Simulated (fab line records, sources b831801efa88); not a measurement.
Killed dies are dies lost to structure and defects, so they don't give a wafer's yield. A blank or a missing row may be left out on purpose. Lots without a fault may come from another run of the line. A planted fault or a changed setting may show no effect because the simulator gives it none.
Which tool did it? | flow sky130 | 10 lots, 30 wafers sampled, at 7 steps of a route of 708

WHAT THE GAUGES READ, wafer by wafer
SKY_VIA2_RS_MEAS_22: measures by four-point-probe. Usual: VIA2_W_RS 0.273 ohm/sq, standard deviation 0.0043.
lot  | measured     | on            | VIA2_W_RS (ohm/sq) | flag
L839 | day 35 23:55 | film_metro-03 | 0.269 0.266 0.265  |
L840 | day 36 12:55 | film_metro-03 | 0.266 0.266 0.266  |
L842 | day 38 06:43 | film_metro-03 | 0.281 0.278 0.277  |
L845 | day 38 12:04 | film_metro-01 | 0.268 0.265 0.270  |
L847 | day 39 16:28 | film_metro-02 | 0.267 0.271 0.268  |
L853 | day 40 17:05 | film_metro-02 | 0.265 0.294 0.270  |
L854 | day 40 21:36 | film_metro-02 | 0.268 0.292 0.267  |
L856 | day 41 12:48 | film_metro-01 | 0.275 0.271 0.276  |
L857 | day 41 22:05 | film_metro-02 | 0.278 0.278 0.278  |
L859 | day 42 14:45 | film_metro-03 | 0.273 0.277 0.273  |

SKY_VIA2_THK_MEAS_23: measures by xrf. Usual: VIA2_W_THK 422 nm, standard deviation 8.3.
lot  | measured     | on            | VIA2_W_THK (nm) | flag
L839 | day 36 00:02 | film_metro-03 | 422 428 429     |
L840 | day 36 13:01 | film_metro-03 | 429 431 429     |
L842 | day 38 06:48 | film_metro-03 | 409 416 418     |
L845 | day 38 12:11 | film_metro-01 | 439 443 435     |
L847 | day 39 16:35 | film_metro-02 | 426 421 423     |
L853 | day 40 17:11 | film_metro-02 | 423 383 419     |
L854 | day 40 21:43 | film_metro-02 | 416 388 419     |
L856 | day 41 12:55 | film_metro-01 | 418 421 416     |
L857 | day 41 22:11 | film_metro-02 | 413 412 409     |
L859 | day 42 14:52 | film_metro-03 | 428 420 428     |

SKY_CAPM_RS_MEAS_03: measures by four-point-probe. Usual: CAPM_TIN_RS 6.88 ohm/sq, standard deviation 0.067.
lot  | measured     | on            | CAPM_TIN_RS (ohm/sq) | flag
L839 | day 36 00:45 | film_metro-04 | 6.85 6.85 6.83       |
L840 | day 36 13:44 | film_metro-01 | 6.75 6.82 6.79       |
L842 | day 38 07:32 | film_metro-04 | 6.89 6.88 6.89       |
L845 | day 38 12:53 | film_metro-04 | 6.95 6.99 6.95       |
L847 | day 39 17:17 | film_metro-01 | 6.87 6.84 6.85       |
L853 | day 40 17:55 | film_metro-01 | 6.74 6.86 6.81       |
L854 | day 40 22:26 | film_metro-03 | 6.95 6.95 6.91       |
L856 | day 41 15:16 | film_metro-01 | 6.87 6.92 6.91       |
L857 | day 41 22:54 | film_metro-01 | 7.00 6.99 7.03       |
L859 | day 42 15:35 | film_metro-04 | 6.93 6.83 6.86       |

WHICH TOOL RAN EACH LOT (tool, then ch and the chambers of the sampled wafers, then the start)
lot  | SKY_METAL2_STRIP_20                  | SKY_VIA2_CVD_21               | SKY_VIA2_CMP_24               | SKY_METAL3_SPUTTER_03
L839 | plasma_asher-03 ch 0,1, day 34 18:28 | cvd_w-01 ch 0,1, day 35 23:47 | cmp-01 ch 0,1,3, day 36 00:15 | pvd_sputter-04, day 36 00:29
L840 | plasma_asher-01 ch 0,1, day 35 07:16 | cvd_w-01 ch 0,1, day 36 12:47 | cmp-02 ch 0,2, day 36 13:04   | pvd_sputter-01, day 36 13:26
L842 | plasma_asher-01 ch 0,1, day 37 00:50 | cvd_w-02 ch 0,1, day 38 06:34 | cmp-01 ch 0,2,3, day 38 06:56 | pvd_sputter-01, day 38 07:13
L845 | plasma_asher-02 ch 0,1, day 37 07:01 | cvd_w-01 ch 0,1, day 38 11:56 | cmp-02 ch 0,2,3, day 38 12:14 | pvd_sputter-03, day 38 12:38
L847 | plasma_asher-01 ch 0,1, day 38 13:31 | cvd_w-01 ch 0,1, day 39 16:20 | cmp-02 ch 0,3, day 39 16:38   | pvd_sputter-01, day 39 17:02
L853 | plasma_asher-03 ch 0,1, day 39 15:01 | cvd_w-01 ch 0,1, day 40 16:56 | cmp-02 ch 2,3, day 40 17:14   | pvd_sputter-01, day 40 17:38
L854 | plasma_asher-02 ch 0, day 39 20:16   | cvd_w-01 ch 0,1, day 40 21:28 | cmp-02 ch 0,2,3, day 40 21:47 | pvd_sputter-04, day 40 22:10
L856 | plasma_asher-02 ch 1, day 40 10:16   | cvd_w-02 ch 0,1, day 41 12:39 | cmp-01 ch 0,1,3, day 41 14:38 | pvd_sputter-04, day 41 14:56
L857 | plasma_asher-01 ch 0,1, day 40 20:07 | cvd_w-02 ch 0,1, day 41 21:56 | cmp-01 ch 2,3, day 41 22:17   | pvd_sputter-03, day 41 22:37
L859 | plasma_asher-02 ch 0,1, day 41 11:58 | cvd_w-02 ch 0,1, day 42 14:37 | cmp-02 ch 1,2,3, day 42 15:02 | pvd_sputter-03, day 42 15:19
- SKY_METAL2_STRIP_20: strips in O2/N2.
- SKY_VIA2_CVD_21: deposits W, target thk 420 nm, time 126.4 s.
- SKY_VIA2_CMP_24: polishes, stops on SiO2, t overpolish 20 s, target thk 0 nm.
- SKY_METAL3_SPUTTER_03: material Ti, target thk 5 nm, time 3.3 s.

WHAT THE TOOLS THEMSELVES READ (means of the sampled wafers that have a number; where no wafer has one, the mark that the record gives instead)
SKY_METAL2_STRIP_20. Usual: drypump_motor_current_A 5.8 A, standard deviation 0.43; oes_product_au 0.343 a.u., standard deviation 0.0042; strip_time_to_endpoint_s 2.72 s, standard deviation 0.033.
lot  | tool            | drypump_motor_current_A (A) | oes_product_au (a.u.) | strip_time_to_endpoint_s (s) | flag
L839 | plasma_asher-03 | 5.9                         | 0.338                 | 2.69                         |
L840 | plasma_asher-01 | 5.6                         | 0.341                 | 2.71                         |
L842 | plasma_asher-01 | 5.5                         | 0.339                 | 2.69                         |
L845 | plasma_asher-02 | 6.1                         | 0.344                 | 2.72                         |
L847 | plasma_asher-01 | 5.5                         | 0.346                 | 2.75                         |
L853 | plasma_asher-03 | 6.0                         | 0.342                 | 2.69                         |
L854 | plasma_asher-02 | 5.2                         | 0.342                 | 2.73                         |
L856 | plasma_asher-02 | 6.5                         | 0.341                 | 2.72                         |
L857 | plasma_asher-01 | 5.5                         | 0.341                 | 2.75                         |
L859 | plasma_asher-02 | 6.1                         | 0.343                 | 2.73                         |

SKY_VIA2_CVD_21. Usual: chamber_pressure_Torr 40.00 Torr, standard deviation 0.086; heater_power_w 789 W, standard deviation 73.
lot  | tool     | chamber_pressure_Torr (Torr) | heater_power_w (W) | flag
L839 | cvd_w-01 | 40.01                        | 783                |
L840 | cvd_w-01 | 40.04                        | 783                |
L842 | cvd_w-02 | 40.00                        | 783                |
L845 | cvd_w-01 | 39.96                        | 785                |
L847 | cvd_w-01 | 40.01                        | 723                |
L853 | cvd_w-01 | 37.78                        | 713                | OFF
L854 | cvd_w-01 | 37.74                        | 721                | OFF
L856 | cvd_w-02 | 40.02                        | 785                |
L857 | cvd_w-02 | 40.06                        | 815                |
L859 | cvd_w-02 | 39.97                        | 794                |

SKY_VIA2_CMP_24. Usual: motor_current_A 11.2 A, standard deviation 1.1; slurry_flow_ml_min 150.0, standard deviation 0.5; time_to_endpoint_s 101 s, standard deviation 3.3.
lot  | tool   | motor_current_A (A) | slurry_flow_ml_min | time_to_endpoint_s (s) | flag
L839 | cmp-01 | 11.7                | 149.9              | 107                    |
L840 | cmp-02 | 11.3                | 150.3              | 106                    |
L842 | cmp-01 | 10.8                | 150.2              | 99                     |
L845 | cmp-02 | 11.1                | 150.0              | 103                    |
L847 | cmp-02 | 10.4                | 149.6              | 103                    |
L853 | cmp-02 | 11.5                | 150.2              | 98                     |
L854 | cmp-02 | 10.8                | 150.4              | 100                    |
L856 | cmp-01 | 11.9                | 150.0              | 99                     |
L857 | cmp-01 | 9.9                 | 149.9              | 93                     |
L859 | cmp-02 | 11.5                | 149.5              | 98                     |

SKY_METAL3_SPUTTER_03. Usual: throttle_valve_pct 30.1 %, standard deviation 1.1.
lot  | tool           | throttle_valve_pct (%) | flag
L839 | pvd_sputter-04 | 29.2                   |
L840 | pvd_sputter-01 | 30.4                   |
L842 | pvd_sputter-01 | 29.3                   |
L845 | pvd_sputter-03 | 30.9                   |
L847 | pvd_sputter-01 | 30.1                   |
L853 | pvd_sputter-01 | 29.0                   |
L854 | pvd_sputter-04 | 30.5                   |
L856 | pvd_sputter-04 | 29.9                   |
L857 | pvd_sputter-03 | 30.4                   |
L859 | pvd_sputter-03 | 30.8                   |

THE ANSWER, worked out from the rows above alone
Rule: a lot is off if the mean of its wafers that have a number lies more than 3 standard deviations from the usual mean. A lot without any number at a reading at which 4 lots or more have one is off too. The other lots that the step has rows for count as sound. The gauges are gone through in route order, then the tools' own readings, and for those a lot's mean is taken as printed above. The first step at which some lot is off is used, and at that step the reading that is off furthest; a lot without a number counts as furthest.
Off: L853, L854, at SKY_VIA2_CVD_21 (chamber_pressure_Torr).
A tool fits if, at that step or a process step before it, it ran every lot that is off, and no sound lot after the first of them. One fits: cvd_w-01 at SKY_VIA2_CVD_21. Its last sound lot is L847 (day 39 16:20), its first lot that is off L853 (day 40 16:56): a fault that began between those two fits.
The tool's own readings at SKY_VIA2_CVD_21 bear it out: on the lots that are off they differ by more than 5 times the standard deviation of the sound lots' means. chamber_pressure_Torr reads 37.76 Torr there against 40.01 Torr on the sound lots.

WHAT THE SIMULATOR HAD PUT IN
Process parameter drift: cvd_w-01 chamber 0, from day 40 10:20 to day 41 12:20, at SKY_VIA2_CVD_21. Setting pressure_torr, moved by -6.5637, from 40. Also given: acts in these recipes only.
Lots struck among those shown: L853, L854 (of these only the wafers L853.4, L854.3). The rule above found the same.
